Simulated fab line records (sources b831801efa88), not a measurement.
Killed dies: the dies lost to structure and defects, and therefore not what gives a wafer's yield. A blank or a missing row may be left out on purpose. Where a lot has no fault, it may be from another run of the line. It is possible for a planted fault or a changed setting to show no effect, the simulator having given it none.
fab line records    flow sfq_line
[record] lots = 6  wafers = 18  last_day = 80
route steps=325 shown L0@6 L0V@16
lots with no fault: from the same line, run without faults
start_h: the number of hours between the record's first day and the start of the first shown wafer of the lot    wait_h: how many hours have passed since the lot's step before this one    " same as the row above    L1.1+2: one row covering several wafers at once    - value missing, or start not given    * or withheld: withheld    < > ~ a bound
route shown NAME@n: names a module that has steps shown in the file, with the first one's number in the route    usual: mean/standard deviation of fault-free wafers    same: alike in all rows    chamber/n: place in a boat    sites: each site's reading    _std_site: standard deviation across them    _edge_site: outer sites' mean less inner sites'    radius_mm: how far each site lies from the wafer's centre    mask NAME#n: copy n    behind: tool/chamber where the wafer was last shaped    hold: the reason the lot was held/the length of the hold in hours/how it ended    device: names the non-switching transistor (n, p or np)    end of line: the same wafers' tests at the end of the route    a step without rows: its recipe alone    killed: not the wafer's yield, but the dies lost to structure and defects at the first sort    map: a wafer's dies, x killed, . not, _ none there
set.NAME: the setting the step ran with; set.NAME@STEP: the setting that earlier step ran with    model.NAME: the simulator's own value behind a step, which no gauge read
lots at some steps of the route; a table a step, a row a wafer
services: the hour from which a tool's chamber was out of use, counted from the record's first day as start_h (under 0 if before that day), plus the number of hours and why
[[steps]]
[step SFQ_TRILAYER_L0_LITHO_COAT_010]
[recipe] resist = BARC  spin_rpm = 3000  resist_thk_nm = 62
[step SFQ_TRILAYER_L0_LITHO_COAT_005]
[recipe] resist = KrF  spin_rpm = 3000  resist_thk_nm = 600
[step SFQ_TRILAYER_L0_LITHO_SOFTBAKE_009]
[recipe] temp_c = withheld  time_s = withheld  resist = KrF
[step SFQ_TRILAYER_L0_LITHO_EXPOSE_006]
[recipe] mask_id = L0  na = 0.6  source_shape = conventional  sigma_outer = 0.65  target_cd_nm = 2000  dose_mj = 14.4
[step SFQ_TRILAYER_L0_LITHO_PEB_008]
[recipe] peb_temp_c = 115  peb_time_s = 60  resist = KrF
[step SFQ_TRILAYER_L0_LITHO_DEVELOP_007]
[recipe] time_s = 60  resist = KrF
[step SFQ_TRILAYER_L0_BARC_OPEN_METAL_ETCH_010]
[recipe] mask_material = PR  chemistry = O2  target_depth_nm = 125  target = BARC  icp_w = 600  bias_w = 80  pressure_mtorr = 10  time_s = 41.7
[step SFQ_TRILAYER_L0_ETCH_METAL_ETCH_008]
[recipe] target = MoNx_KI  stop_on = SiO2  mask_material = PR  chemistry = SF6/O2  target_depth_nm = 50  icp_w = 600  bias_w = 80  pressure_mtorr = 10  time_s = 25
[usual] chamber_pressure_mTorr = 10.000/0.0091  drypump_motor_current_A = 5.22/0.15  oes_product_au = 0.871/0.0075
lot.wafer  tool          chamber  start_h  wait_h  chamber_pressure_mTorr  drypump_motor_current_A  oes_product_au  rf_hours_counter_h
L737.2     rie_metal-01  1        61.38    0.0     10.004                  5.17                     0.872           143
L737.5     "             1        "        "       10.001                  5.16                     0.870           -
L737.6     "             0        "        "       10.009                  5.06                     0.865           -
L749.2     rie_metal-03  0        132.86   0.0     9.998                   5.32                     0.875           103
L749.5     "             1        "        "       10.001                  5.40                     0.875           -
L749.6     "             0        "        "       10.001                  5.33                     0.870           -
L750.2     rie_metal-03  1        137.66   0.0     10.000                  5.39                     0.865           98
L750.3     "             1        "        "       10.014                  5.42                     0.873           -
L750.6     "             0        "        "       9.993                   5.33                     0.871           -
L754.1     rie_metal-01  0        162.41   0.0     9.995                   5.05                     0.862           9
L754.2     "             1        "        "       10.006                  5.17                     0.877           163
L754.4     "             1        "        "       9.995                   5.18                     0.871           -
L758.3     rie_metal-01  1        182.82   0.0     10.006                  5.15                     0.864           -
L758.4     "             0        "        "       10.005                  5.06                     0.869           -
L758.5     "             0        "        "       9.997                   5.07                     0.862           -
L760.2     rie_metal-01  0        191.21   0.0     10.014                  5.06                     0.875           14
L760.4     "             0        "        "       10.000                  5.05                     0.872           -
L760.6     "             1        "        "       9.995                   5.17                     0.878           -
[step SFQ_TRILAYER_L0_STRIP_STRIP_009]
[recipe] gas = O2  power_w = 200  platen_temp_c = 40  overash_fraction = 0.65  chemistry = O2  pressure_mtorr = 50
[usual] chamber_pressure_mTorr = 50.00/0.046  drypump_motor_current_A = 5.22/0.15  oes_product_au = 1.009/0.01
lot.wafer  tool          chamber  start_h  wait_h  chamber_pressure_mTorr  drypump_motor_current_A  oes_product_au  rf_hours_counter_h
L737.2     rie_metal-01  1        61.43    0.0     50.04                   5.16                     1.018           143
L737.5     "             1        "        "       49.99                   5.13                     1.014           -
L737.6     "             0        "        "       49.98                   5.07                     1.016           -
L749.2     rie_metal-03  0        132.90   0.0     49.98                   5.31                     0.992           103
L749.5     "             1        "        "       50.12                   5.43                     1.012           -
L749.6     "             0        "        "       49.93                   5.31                     0.996           -
L750.2     rie_metal-03  1        137.70   0.0     49.95                   5.42                     1.024           98
L750.3     "             1        "        "       49.93                   5.41                     1.005           -
L750.6     "             0        "        "       50.03                   5.32                     0.992           -
L754.1     rie_metal-01  0        162.45   0.0     49.99                   5.08                     0.999           9
L754.2     "             1        "        "       49.96                   5.17                     1.016           163
L754.4     "             1        "        "       49.98                   5.16                     1.025           -
L758.3     rie_metal-01  1        183.05   0.2     50.01                   5.16                     1.013           -
L758.4     "             0        "        "       50.05                   5.08                     0.998           -
L758.5     "             0        "        "       50.00                   5.07                     0.994           -
L760.2     rie_metal-01  0        191.25   0.0     49.99                   5.06                     0.988           14
L760.4     "             0        "        "       49.98                   5.05                     0.997           -
L760.6     "             1        "        "       50.09                   5.18                     1.009           -
[step SFQ_TRILAYER_L0_STRIP_SOLV_CLEAN_010]
[recipe] chemistry = NMP  temp_c = 70  time_s = 600
[step SFQ_TRILAYER_L0_CAP_PECVD_011]
[recipe] material = SiO2  temp_c = 150  time_s = 13.333  pressure_torr = 2.4  rf_w = 183.3  precursor = SiH4/N2O  target_thk_nm = 60
[usual] heater_power_outer_w = 29/8.6  heater_power_w = 82/16  showerhead_vpp_V = 868/34  susceptor_temp_C = 149.99/0.16  throttle_valve_pct = 24.9/1.6
lot.wafer  tool      chamber  start_h  wait_h  heater_power_outer_w  heater_power_w  showerhead_vpp_V  susceptor_temp_C  throttle_valve_pct
L737.2     pecvd-04  0        62.20    0.0     31                    86              818               149.98            24.9
L737.5     "         2        "        "       32                    76              832               150.12            23.9
L737.6     "         0        "        "       30                    85              816               150.02            24.9
L749.2     pecvd-03  1        133.68   0.0     22                    78              874               149.82            24.5
L749.5     "         2        "        "       38                    95              903               149.99            24.5
L749.6     "         1        "        "       23                    77              860               149.85            24.3
L750.2     pecvd-04  2        138.48   0.0     38                    85              820               150.14            24.0
L750.3     "         1        "        "       44                    106             810               149.82            24.2
L750.6     "         1        "        "       43                    107             812               149.84            24.3
L754.1     pecvd-03  0        163.23   0.0     29                    93              868               150.06            23.2
L754.2     "         2        "        "       38                    92              928               150.06            24.4
L754.4     "         0        "        "       30                    93              841               149.94            23.2
L758.3     pecvd-02  1        183.63   0.0     24                    62              861               149.91            25.2
L758.4     "         0        "        "       32                    83              909               150.15            28.5
L758.5     "         1        "        "       24                    63              858               150.08            25.1
L760.2     pecvd-02  0        192.03   0.0     32                    83              904               150.05            28.6
L760.4     "         1        "        "       16                    53              852               150.40            25.0
L760.6     "         0        "        "       33                    85              934               149.98            28.4
[step SFQ_TRILAYER_L0_VIA_LITHO_COAT_018]
[recipe] resist = BARC  spin_rpm = 3000  resist_thk_nm = 62
[step SFQ_TRILAYER_L0_VIA_LITHO_COAT_013]
[recipe] resist = KrF  spin_rpm = 3000  resist_thk_nm = 650
lot.wafer  tool            chamber  start_h  wait_h  model.KrF_of_TRILAYER_L0_VIA_LITHO_COAT_013.thk_nm
L737.2     litho_track-01  0        62.58    0.2     649
L737.5     "               0        "        "       648.4
L737.6     "               0        "        "       651.7
L749.2     litho_track-01  0        134.05   0.2     659.7
L749.5+6   "               0        "        "       658.6
L750.2     litho_track-01  0        138.93   0.2     658.1
L750.3     "               0        "        "       659.8
L750.6     "               0        "        "       659.6
L754.1     litho_track-04  0        163.71   0.2     654.5
L754.2     "               0        "        "       653
L754.4     "               0        "        "       650.7
L758.3     litho_track-02  0        184.05   0.2     647.8
L758.4     "               0        "        "       651.3
L758.5     "               0        "        "       649.6
L760.2     litho_track-02  0        192.40   0.2     649.2
L760.4+6   "               0        "        "       649.8
[step SFQ_TRILAYER_L0_VIA_LITHO_SOFTBAKE_017]
[recipe] temp_c = withheld  time_s = withheld  resist = KrF
[step SFQ_TRILAYER_L0_VIA_LITHO_EXPOSE_014]
[recipe] mask_id = L0V  na = 0.6  source_shape = conventional  sigma_outer = 0.65  target_cd_nm = 700  dose_mj = 21.3
[step SFQ_TRILAYER_L0_VIA_LITHO_PEB_016]
[recipe] peb_temp_c = 115  peb_time_s = 60  resist = KrF
[step SFQ_TRILAYER_L0_VIA_LITHO_DEVELOP_015]
[recipe] time_s = 60  resist = KrF
[step SFQ_L0V_OVL_MEAS_903]
[usual] L0V_OVL = 4/5.9
lot.wafer  tool        chamber  start_h  wait_h  L0V_OVL[nm]
L737.2     overlay-02  -        100.63   0.1     5
L737.5     "           -        "        "       2
L737.6     "           -        "        "       3
L749.2     overlay-02  -        169.78   0.1     0
L749.5     "           -        "        "       5
L749.6     "           -        "        "       0
L750.2     overlay-02  -        175.78   0.1     5
L750.3     "           -        "        "       3
L750.6     "           -        "        "       11
L754.1     overlay-01  -        207.81   0.1     1
L754.2     "           -        "        "       4
L754.4     "           -        "        "       5
L758.3     overlay-01  -        229.42   0.1     0
L758.4     "           -        "        "       7
L758.5     "           -        "        "       0
L760.2     overlay-01  -        240.31   0.1     -2
L760.4     "           -        "        "       0
L760.6     "           -        "        "       1
[step SFQ_TRILAYER_L0_VIA_BARC_OPEN_VIA_ETCH_021]
[recipe] mask_material = PR  chemistry = O2  target_depth_nm = 125  target = BARC  source_w = 500  bias_w = 80  pressure_mtorr = 30  time_s = 41.7
[usual] chamber_pressure_mTorr = 30.000/0.025  drypump_motor_current_A = 5.7/0.45  oes_product_au = 0.685/0.0049
lot.wafer  tool         chamber  start_h  wait_h  chamber_pressure_mTorr  drypump_motor_current_A  oes_product_au  rf_hours_counter_h
L737.2     rie_diel-01  0        100.66   0.0     30.019                  5.6                      0.680           5
L737.5     "            1        "        "       29.941                  5.8                      0.693           -
L737.6     "            2        "        "       29.978                  5.8                      0.684           -
L749.2     rie_diel-03  1        169.81   0.0     29.994                  5.5                      0.682           136
L749.5     "            2        "        "       30.010                  5.7                      0.682           -
L749.6     "            1        "        "       30.004                  5.4                      0.693           -
L750.2     rie_diel-04  3        175.81   0.0     30.040                  5.3                      0.681           26
L750.3     "            2        "        "       30.026                  6.0                      0.680           6
L750.6     "            0        "        "       30.019                  5.7                      0.686           -
L754.1     rie_diel-04  2        207.84   0.0     29.996                  6.0                      0.682           6
L754.2     "            3        "        "       29.995                  5.3                      0.682           27
L754.4     "            0        "        "       30.069                  5.7                      0.681           76
L758.3     rie_diel-03  2        229.44   0.0     29.976                  5.7                      0.688           8
L758.4     "            0        "        "       30.009                  4.8                      0.691           131
L758.5     "            0        "        "       30.000                  4.8                      0.685           -
L760.2     rie_diel-03  3        240.34   0.0     29.957                  5.9                      0.684           4
L760.4     "            0        "        "       30.003                  4.8                      0.689           131
L760.6     "            2        "        "       30.003                  5.7                      0.682           -
[step SFQ_TRILAYER_L0_VIA_ETCH_VIA_ETCH_016]
[recipe] target = SiO2  stop_on = MoNx_KI  mask_material = PR  chemistry = CHF3  target_depth_nm = 80  source_w = 500  bias_w = 80  pressure_mtorr = 30  time_s = withheld
[usual] chamber_pressure_mTorr = 30.001/0.029  drypump_motor_current_A = 5.7/0.45  oes_product_au = 0.840/0.0094
lot.wafer  tool         chamber  start_h  wait_h  chamber_pressure_mTorr  drypump_motor_current_A  oes_product_au  model.KrF_of_TRILAYER_L0_VIA_LITHO_COAT_013.thk_nm
L737.2     rie_diel-01  0        100.70   0.0     30.004                  5.6                      0.842           560.4
L737.5     "            1        "        "       29.972                  5.8                      0.847           558.9
L737.6     "            2        "        "       30.030                  5.8                      0.853           561
L749.2     rie_diel-03  1        169.85   0.0     29.995                  5.4                      0.839           572.9
L749.5     "            2        "        "       30.041                  5.7                      0.854           568.4
L749.6     "            1        "        "       29.939                  5.5                      0.820           571.7
L750.2     rie_diel-04  3        175.85   0.0     29.969                  5.3                      0.861           568
L750.3     "            2        "        "       29.989                  6.0                      0.868           570.1
L750.6     "            0        "        "       29.989                  5.7                      0.865           570.2
L754.1     rie_diel-04  2        207.88   0.0     29.959                  6.0                      0.828           564.5
L754.2     "            3        "        "       30.014                  5.3                      0.839           563.7
L754.4     "            0        "        "       30.011                  5.7                      0.844           561.2
L758.3     rie_diel-03  2        229.48   0.0     29.971                  5.7                      0.826           557.1
L758.4     "            0        "        "       30.004                  4.8                      0.844           562.2
L758.5     "            0        "        "       30.025                  4.8                      0.840           560.5
L760.2     rie_diel-03  3        240.38   0.0     30.029                  5.8                      0.834           557.8
L760.4     "            0        "        "       30.025                  4.8                      0.846           561
L760.6     "            2        "        "       30.038                  5.7                      0.835           559.5
[step SFQ_TRILAYER_L0_VIA_STRIP_STRIP_017]
[recipe] gas = O2  power_w = 200  platen_temp_c = 40  overash_fraction = 0.65  chemistry = O2  pressure_mtorr = 50
[usual] chamber_pressure_mTorr = 50.00/0.043  drypump_motor_current_A = 5.58/0.27  oes_product_au = 0.998/0.013
lot.wafer  tool          chamber  start_h  wait_h  chamber_pressure_mTorr  drypump_motor_current_A  oes_product_au  rf_hours_counter_h
L737.2     rie_metal-03  1        100.75   -       49.98                   5.41                     1.014           90
L737.5     "             0        "        "       50.01                   5.30                     1.002           -
L737.6     "             1        "        "       50.01                   5.44                     1.013           -
L749.2     rie_metal-01  0        169.90   -       50.05                   5.06                     1.001           10
L749.5     "             0        "        "       50.03                   5.06                     1.005           -
L749.6     "             1        "        "       49.94                   5.17                     1.011           -
L750.2     rie_metal-02  0        175.90   -       50.00                   5.77                     0.988           41
L750.3     "             0        "        "       50.05                   5.75                     0.992           -
L750.6     "             0        "        "       50.01                   5.79                     0.993           -
L754.1     rie_metal-02  1        207.93   -       50.04                   5.95                     0.992           9
L754.2     "             0        "        "       50.02                   5.75                     0.985           47
L754.4     "             1        "        "       50.01                   5.96                     0.978           -
L758.3     rie_metal-03  0        229.73   -       50.02                   5.30                     0.997           -
L758.4     "             1        "        "       49.99                   5.42                     1.006           -
L758.5     "             0        "        "       50.02                   5.31                     1.008           -
L760.2     rie_metal-03  1        240.43   -       50.03                   5.42                     1.013           120
L760.4     "             1        "        "       50.09                   5.43                     1.018           -
L760.6     "             1        "        "       50.03                   5.40                     1.010           -
[[services]]
tool          chamber  start_h  hours  kind
rie_diel-01   -        38.38    0.4    repair
rie_diel-03   2        60.04    23.5   repair
rie_diel-04   -        60.97    0.7    repair
pecvd-03      1        60.98    7.2    repair
rie_metal-01  0        96.67    -      clean
rie_metal-01  0        96.67    15.5   scheduled_down
rie_metal-01  0        96.67    15.5   vent_cycle
pecvd-03      -        108.87   0.9    repair
pecvd-04      1        120.46   3.7    repair
rie_diel-01   0        120.74   9.9    repair
rie_diel-01   2        126.44   3.2    repair
rie_diel-04   1        128.12   5.8    repair
rie_metal-02  1        137.77   -      clean
rie_metal-02  1        137.77   16.0   scheduled_down
rie_metal-02  1        137.77   16.0   vent_cycle
rie_diel-01   -        144.70   14.6   pm
rie_diel-01   -        159.30   28.1   pm
rie_diel-03   3        197.38   3.5    repair
rie_diel-01   2        197.68   5.5    repair
rie_metal-02  -        204.99   0.6    repair
rie_diel-04   -        212.85   0.2    repair
rie_diel-01   2        221.56   17.7   repair
pecvd-02      2        233.72   7.8    repair
pecvd-02      1        233.79   20.0   repair
[[key]]
first_sign none at tools or gauges
[model_effect] step = SFQ_TRILAYER_L0_VIA_LITHO_COAT_013  value = KrF_of_TRILAYER_L0_VIA_LITHO_COAT_013.thk_nm  without = 650.4  struck = 659.1
[model_effect] step = SFQ_TRILAYER_L0_VIA_ETCH_VIA_ETCH_016  value = KrF_of_TRILAYER_L0_VIA_LITHO_COAT_013.thk_nm  without = 561.5  struck = 570.2
met_at SFQ_TRILAYER_L0_VIA_LITHO_COAT_013
struck_wafers L749.2,L749.5,L749.6,L750.2,L750.3,L750.6
onset_between 62.58 134.05
also_fits SFQ_TRILAYER_L0_ETCH_METAL_ETCH_008:rie_metal-03,SFQ_TRILAYER_L0_STRIP_STRIP_009:rie_metal-03
[fault] kind = process_parameter_drift  tool = litho_track-01  chamber = -  onset_h = 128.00  steps = SFQ_TRILAYER_L0_VIA_LITHO_COAT_013  channel = resist_thk_nm  offset = 8.6762  shape = step  end_h = 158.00  acts_in = these_recipes_only  stated = 650
